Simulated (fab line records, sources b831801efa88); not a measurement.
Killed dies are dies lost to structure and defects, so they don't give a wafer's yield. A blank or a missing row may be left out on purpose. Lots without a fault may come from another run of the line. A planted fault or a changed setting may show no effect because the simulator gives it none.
fab line records | flow sky130
record lots=7 wafers=21 last_day=50
route steps=708 shown METAL5@677 PASSIVATION@681
lots that met no fault: from a run of the same line without faults
start_h: hours from the record's first day to the start of the lot's first wafer shown | wait_h: hours since the lot's step before | " the same as in the row above | L1.1+2: a row that stands for several wafers | - no value, or no start given | * or withheld: withheld | < > ~ a bound
route shown NAME@n: a module of which the file shows steps, and the number in the route of the first | usual: mean/standard deviation of fault-free wafers | same: alike in all rows | chamber/n: place in a boat | sites: the reading at each site | _std_site: their standard deviation | _edge_site: outer sites' mean less inner sites' | radius_mm: how far each site lies from the wafer's centre | mask NAME#n: copy n | behind: the tool/chamber that last shaped the wafer | hold: why the lot was held/for how many hours/how that ended | device: the transistor (n, p or np) that didn't switch | end of line: the same wafers' tests at the end of the route | a step without rows: its recipe alone | killed: dies lost to structure and defects at the first sort, not the wafer's yield | map: a wafer's dies, x killed, . not, _ none there
set.NAME: the setting as run; set.NAME@STEP: as run at that earlier step | model.NAME: the simulator's own value behind a step, which no gauge read
lots at some steps of the route; a table a step, a row a wafer
services: from which hour (start_h, from the record's first day; less than 0 if before it) a tool's chamber was out of use, for how many hours, and why
## steps
# step SKY_METAL5_STRIP_16
# recipe chemistry=O2/N2 power_w=1400 pressure_mtorr=1500 platen_temp_c=withheld o2_flow_sccm=3000 n2_flow_sccm=300 overash_fraction=0.5
# usual chamber_pressure_mTorr=1500.1/1.4 drypump_motor_current_A=5.34/0.16 oes_product_au=0.711/0.005 strip_time_to_endpoint_s=13.11/0.088
# same overash_fraction=0.5
# columns lot.wafer tool chamber start_h wait_h chamber_pressure_mTorr drypump_motor_current_A oes_product_au rf_hours_counter_h strip_time_to_endpoint_s
L934.1 plasma_asher-01 1 1070.88 0.2 1500.0 5.31 0.715 62 13.23
L934.4 " 1 " " 1501.9 5.30 0.715 - 13.03
L934.5 " 1 " " 1501.1 5.31 0.715 - 13.00
L936.1 plasma_asher-04 1 1079.00 0.4 1501.5 5.15 0.702 1 13.09
L936.3 " 1 " " 1500.5 5.18 0.717 - 13.11
L936.5 " 0 " " 1502.0 5.24 0.706 - 13.14
L939.3 plasma_asher-02 0 1094.05 0.3 1500.3 5.70 0.705 - 13.09
L939.4 " 1 " " 1500.6 5.40 0.710 - 13.04
L939.6 " 1 " " 1501.0 5.39 0.705 - 12.94
L940.2 plasma_asher-01 1 1097.70 0.4 1499.6 5.29 0.714 65 13.24
L940.4 " 0 " " 1502.9 5.27 0.699 - 13.11
L940.5 " 0 " " 1497.7 5.25 0.703 - 13.17
L941.1 plasma_asher-01 0 1107.95 0.2 1502.1 5.23 0.707 66 13.24
L941.2 " 1 " " 1503.3 5.31 0.704 66 13.09
L941.4 " 0 " " 1500.2 5.21 0.708 - 13.23
L950.1 plasma_asher-01 0 1160.55 0.2 1500.3 5.26 0.711 72 13.08
L950.3 " 0 " " 1501.3 5.25 0.706 - 13.09
L950.4 " 1 " " 1501.4 5.32 0.707 - 13.01
L953.2 plasma_asher-04 0 1162.45 0.2 1500.8 5.23 0.712 10 13.05
L953.3 " 0 " " 1498.8 5.22 0.714 - 13.09
L953.5 " 1 " " 1502.2 5.16 0.708 - 13.20
# step SKY_METAL5_STRIP_17
# recipe chemistry=post_etch_residue_remover time_s=1200 temp_c=72.5
# step SKY_METAL5_CLEAN_18
# recipe chemistry=IPA time_s=180 temp_c=25
# step SKY_METAL5_CLEAN_19
# recipe chemistry=O3/DIW dry=n2_spin
# step SKY_PASSIVATION_CVD_00
# recipe material=SiO2 target_thk_nm=90 temp_c=400 time_s=withheld rf_w=600
# usual heater_power_w=705/90
# columns lot.wafer tool chamber start_h wait_h heater_power_w
L934.1 pecvd-01 0 1071.47 0.0 659
L934.4 " 2 " " 543
L934.5 " 1 " " 633
L936.1 pecvd-01 0 1079.59 0.0 742
L936.3 " 2 " " 603
L936.5 " 2 " " 588
L939.3 pecvd-03 0 1094.68 0.0 772
L939.4 " 1 " " 624
L939.6 " 2 " " 688
L940.2 pecvd-04 2 1098.45 0.0 839
L940.4 " 0 " " 728
L940.5 " 1 " " 626
L941.1 pecvd-04 2 1108.55 0.0 778
L941.2 " 1 " " 750
L941.4 " 1 " " 730
L950.1 pecvd-04 0 1161.14 0.0 708
L950.3 " 1 " " 705
L950.4 " 2 " " 975
L953.2 pecvd-03 2 1163.05 0.0 690
L953.3 " 0 " " 791
L953.5 " 2 " " 707
# step SKY_PASSIVATION_THK_MEAS_01
# recipe reads=SiO2_of_PASSIVATION_CVD_00
# usual PASSIVATION_CVD_00_THK=89.5/1.2
# columns lot.wafer tool chamber start_h wait_h PASSIVATION_CVD_00_THK[nm]
L934.1 film_metro-01 - 1071.50 - 87.1
L934.4 " - " " 90.0
L934.5 " - " " 90.9
L936.1 film_metro-03 - 1079.69 - 87.9
L936.3 " - " " 88.7
L936.5 " - " " 90.4
L939.3 film_metro-02 - 1094.72 - 89.5
L939.4 " - " " 91.2
L939.6 " - " " 91.5
L940.2 film_metro-02 - 1098.48 - 89.3
L940.4 " - " " 91.8
L940.5 " - " " 90.7
L941.1 film_metro-02 - 1108.58 - 88.4
L941.2 " - " " 87.1
L941.4 " - " " 89.9
L950.1 film_metro-02 - 1161.16 - 90.9
L950.3 " - " " 89.2
L950.4 " - " " 90.7
L953.2 film_metro-01 - 1163.08 - 88.8
L953.3 " - " " 89.0
L953.5 " - " " 90.1
# step SKY_PASSIVATION_CVD_02
# recipe material=Si3N4 target_thk_nm=540 temp_c=400 time_s=withheld rf_w=450
# usual heater_power_w=749/99
# columns lot.wafer tool chamber start_h wait_h heater_power_w
L934.1 pecvd-04 0 1071.56 0.1 769
L934.4 " 1 " " 737
L934.5 " 2 " " 930
L936.1 pecvd-04 1 1079.75 0.1 802
L936.3 " 0 " " 894
L936.5 " 0 " " 709
L939.3 pecvd-01 2 1094.76 0.0 700
L939.4 " 0 " " 650
L939.6 " 1 " " 692
L940.2 pecvd-01 1 1098.53 0.0 701
L940.4 " 0 " " 666
L940.5 " 2 " " 563
L941.1 pecvd-03 2 1108.64 0.1 760
L941.2 " 0 " " 875
L941.4 " 2 " " 649
L950.1 pecvd-03 1 1161.22 0.1 645
L950.3 " 0 " " 744
L950.4 " 2 " " 638
L953.2 pecvd-01 1 1163.13 0.0 687
L953.3 " 0 " " 750
L953.5 " 0 " " 790
# step SKY_PASSIVATION_THK_MEAS_03
# recipe reads=Si3N4_of_PASSIVATION_CVD_02
# usual PASSIVATION_CVD_02_THK=540/7.7
# columns lot.wafer tool chamber start_h wait_h PASSIVATION_CVD_02_THK[nm]
L934.1 film_metro-01 - 1071.78 - 533
L934.4 " - " " 533
L934.5 " - " " 549
L936.1 film_metro-02 - 1079.98 - 530
L936.3 " - " " 535
L936.5 " - " " 543
L939.3 film_metro-02 - 1095.00 - 542
L939.4 " - " " 547
L939.6 " - " " 555
L940.2 film_metro-02 - 1098.76 - 535
L940.4 " - " " 539
L940.5 " - " " 555
L941.1 film_metro-02 - 1108.86 - 541
L941.2 " - " " 537
L941.4 " - " " 547
L950.1 film_metro-01 - 1161.45 - 531
L950.3 " - " " 540
L950.4 " - " " 543
L953.2 film_metro-02 - 1163.36 - 545
L953.3 " - " " 546
L953.5 " - " " 554
# step SKY_PASSIVATION_DEHYDRATE_04
# recipe temp_c=200 time_s=60
# step SKY_PASSIVATION_HMDS_05
# recipe prime_time_s=60 prime_temp_c=120
# step SKY_PASSIVATION_COAT_06
# recipe spin_rpm=2000 resist_thk_nm=3000
# step SKY_PASSIVATION_SOFTBAKE_07
# recipe temp_c=110 time_s=withheld
# step SKY_PASSIVATION_EXPOSE_08
# recipe mask_id=NSM target_cd_nm=3000 na=0.57 dose_mj=260
# usual exposure_dose_mJ_cm2=259.92/0.24 focus_offset_nm=0.1/0.61
# columns lot.wafer tool chamber start_h wait_h mask exposure_dose_mJ_cm2 focus_offset_nm
L934.1 iline_stepper-02 0 1081.48 - NSM#0 260.12 -0.1
L934.4 " 0 " " NSM#0 259.76 0.6
L934.5 " 0 " " NSM#0 259.92 -0.4
L936.1 iline_stepper-01 0 1090.41 - NSM#0 260.20 -0.8
L936.3 " 0 " " NSM#0 259.91 -1.0
L936.5 " 0 " " NSM#0 260.02 -1.1
L939.3 iline_stepper-01 - 1105.00 - NSM#0 - -
L939.4 " - " " NSM#0 - -
L939.6 " - " " NSM#0 - -
L940.2 iline_stepper-01 - 1108.35 - NSM#0 - -
L940.4 " - " " NSM#0 - -
L940.5 " - " " NSM#0 - -
L941.1 iline_stepper-01 - 1119.28 - NSM#0 - -
L941.2 " - " " NSM#0 - -
L941.4 " - " " NSM#0 - -
L950.1 iline_stepper-02 0 1169.64 - NSM#0 259.96 0.5
L950.3 " 0 " " NSM#0 260.17 0.4
L950.4 " 0 " " NSM#0 260.19 -0.4
L953.2 iline_stepper-01 0 1171.93 - NSM#0 259.91 0.1
L953.3 " 0 " " NSM#0 260.04 0.6
L953.5 " 0 " " NSM#0 259.88 1.0
# step SKY_PASSIVATION_PEB_09
# recipe temp_c=115 time_s=withheld
## services
# columns tool chamber start_h hours kind
plasma_asher-04 - 1055.25 9.0 pm
plasma_asher-04 0 1055.25 9.0 vent_cycle
plasma_asher-04 1 1055.25 9.0 vent_cycle
plasma_asher-04 0 1064.25 - clean
plasma_asher-04 1 1064.25 - clean
plasma_asher-01 - 1064.93 1.2 repair
pecvd-03 2 1067.62 2.1 scheduled_down
iline_stepper-01 - 1071.17 13.6 repair
iline_stepper-02 - 1099.18 2.3 repair
pecvd-04 - 1100.13 0.5 repair
plasma_asher-01 - 1109.68 4.9 repair
iline_stepper-01 - 1115.67 1.7 pm
plasma_asher-04 - 1120.81 5.1 repair
plasma_asher-02 - 1126.02 14.6 pm
pecvd-04 - 1133.85 2.0 repair
pecvd-01 0 1138.44 16.5 scheduled_down
plasma_asher-02 - 1140.62 15.6 pm
pecvd-03 2 1152.84 5.5 scheduled_down
plasma_asher-01 - 1153.81 2.8 pm
plasma_asher-02 - 1154.59 0.7 repair
pecvd-01 2 1154.94 5.5 scheduled_down
pecvd-01 2 1163.90 2.1 scheduled_down
pecvd-04 0 1170.77 5.5 scheduled_down
## key
first_sign step=SKY_PASSIVATION_EXPOSE_08 reading=tool_record direction=missing
effect none on later readings
met_at SKY_PASSIVATION_EXPOSE_08
struck_wafers L939.3,L939.4,L939.6,L940.2,L940.4,L940.5,L941.1,L941.2,L941.4
later_rows_left_out L939.3,L939.4,L939.6,L940.2,L940.4,L940.5,L941.1,L941.2,L941.4
sort_left_out L939.3,L939.4,L939.6,L940.2,L940.4,L940.5,L941.1,L941.2,L941.4
onset_between 1090.41 1105.00
fault kind=skipped_step_whole tool=iline_stepper-01 chamber=- onset_h=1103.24 steps=SKY_PASSIVATION_EXPOSE_08 scope=struck_lots_only
# sort_left_out: the simulated sort isn't trusted on such a fault, so these wafers' sort isn't shown, and their yield isn't known
# later_rows_left_out: the simulator's readings of these wafers behind a module that went badly wrong aren't trusted and aren't shown, but for the sort
